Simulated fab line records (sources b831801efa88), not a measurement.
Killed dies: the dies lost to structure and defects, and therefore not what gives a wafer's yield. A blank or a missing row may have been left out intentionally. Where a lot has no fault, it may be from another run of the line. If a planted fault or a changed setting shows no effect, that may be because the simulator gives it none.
Which tool was responsible? / flow gf180mcu / 6 lots, 18 wafers sampled, at 2 steps of a route of 602

== WHAT EACH GAUGE READ, for each wafer ==
GF_NWELL_OVL_MEAS_07.
lot=L309; measured=day 4 00:10; on=overlay-02; NWELL_OVL (nm)=0.9 -1.5 0.5
lot=L311; measured=day 4 12:23; on=overlay-01; NWELL_OVL (nm)=1.9 0.6 1.1
lot=L315; measured=day 5 12:01; on=overlay-02; NWELL_OVL (nm)=1.8 -0.5 -1.3
lot=L318; measured=day 6 02:34; on=overlay-01; NWELL_OVL (nm)=-0.5 -0.3 -0.1
lot=L322; measured=day 6 23:20; on=overlay-02; NWELL_OVL (nm)=1.0 4.2 -0.2
lot=L328; measured=day 8 08:25; on=overlay-01; NWELL_OVL (nm)=-98.6 -99.0 -101.9

== WHICH TOOL RAN EACH LOT (tool, then ch and the chambers of the sampled wafers, then the start) ==
lot=L309; GF_NWELL_EXPOSE_04=iline_stepper-02 ch 0, day 3 17:16
lot=L311; GF_NWELL_EXPOSE_04=iline_stepper-01 ch 0, day 4 05:38
lot=L315; GF_NWELL_EXPOSE_04=iline_stepper-02 ch 0, day 5 05:14
lot=L318; GF_NWELL_EXPOSE_04=iline_stepper-01 ch 0, day 5 19:04
lot=L322; GF_NWELL_EXPOSE_04=iline_stepper-01 ch 0, day 6 15:52
lot=L328; GF_NWELL_EXPOSE_04=iline_stepper-02 ch 0, day 8 00:50
- GF_NWELL_EXPOSE_04: exposes mask Nwell, target cd 860 nm.

== THE ANSWER, worked out from the rows above alone ==
Rule: what is usual is taken from the lots themselves. Put in order of their means at a reading, lots are off if they are a third of the lots or fewer, leave a main group of 4 or more, and stand apart from it by a gap of 3 or more times the standard deviation of the main group's means; of several such gaps the widest counts. A main group whose means are all the same, to the digits that the tables above print for the reading, isn't used. Also off: a lot with no number at a reading for which 4 or more lots have one. Where the step has rows for the other lots, those lots are counted as sound.
Off: L328, at GF_NWELL_OVL_MEAS_07 (NWELL_OVL). For the main group the mean is 0.5 nm and the standard deviation 0.78.
If a tool, at a process step before that reading, ran all the lots that are off and no sound lot after the first of them, it fits. The gauges at GF_NWELL_OVL_MEAS_07 are tried like those tools. This does not decide it: 2 tools fit, namely iline_stepper-02 at GF_NWELL_EXPOSE_04 and overlay-01 at GF_NWELL_OVL_MEAS_07.

== WHAT THE SIMULATOR PUT IN ==
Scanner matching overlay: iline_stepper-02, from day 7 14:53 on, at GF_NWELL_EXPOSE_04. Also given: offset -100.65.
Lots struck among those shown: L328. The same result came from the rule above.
